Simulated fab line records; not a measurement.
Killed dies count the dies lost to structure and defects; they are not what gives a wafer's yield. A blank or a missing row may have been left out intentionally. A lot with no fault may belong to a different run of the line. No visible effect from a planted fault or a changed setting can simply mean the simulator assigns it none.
Chamber matching | flow sfq line | 4 sister chambers for SFQ_TRILAYER_I0_CMP_CMP_028 on cmp-02
The step polishes SiO2. 4 wafers are shown with their chamber, then 7 later ones without.

WAFERS, EACH WITH ITS CHAMBER
wafer  | chamber | motor current A (A)
L367.5 | 3       | 11.9
L368.5 | 0       | 9.5
L369.2 | 2       | 10.1
L369.4 | 1       | 8.8

WAFERS WITHOUT THEIR CHAMBER
wafer  | motor current A (A)
L369.3 | 9.7
L372.1 | 9.1
L372.2 | 9.1
L372.5 | 9.1
L373.3 | 8.5
L373.2 | 11.6
L373.5 | 9.3

WHICH CHAMBER EACH WENT THROUGH
wafer  | from the rows above     | in truth
L369.3 | can't be placed: 0 or 2 | 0
L372.1 | can't be placed: 1 or 0 | 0
L372.2 | can't be placed: 1 or 0 | 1
L372.5 | can't be placed: 1 or 0 | 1
L373.3 | 1                       | 1
L373.2 | 3                       | 3
L373.5 | can't be placed: 0 or 1 | 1
Correct placement for 2 of the 7. Unplaceable from these rows: 5, with the true chamber sitting among the candidates in 5. Wrongly placed: 0.
How it was worked out, from the rows above alone: a wafer's distance from a chamber is the root of the sum, over the readings, of the square of ((its reading less the chamber's mean) divided by the reading's scatter). The wafer belongs to the nearest chamber; if the next one is less than 2 further off, it can't be placed. The mean given for a chamber averages the wafers shown for that chamber. The scatter (one wafer shown for each chamber): square how far every hidden wafer sits from the nearest shown wafer, average those squares and take the square root.
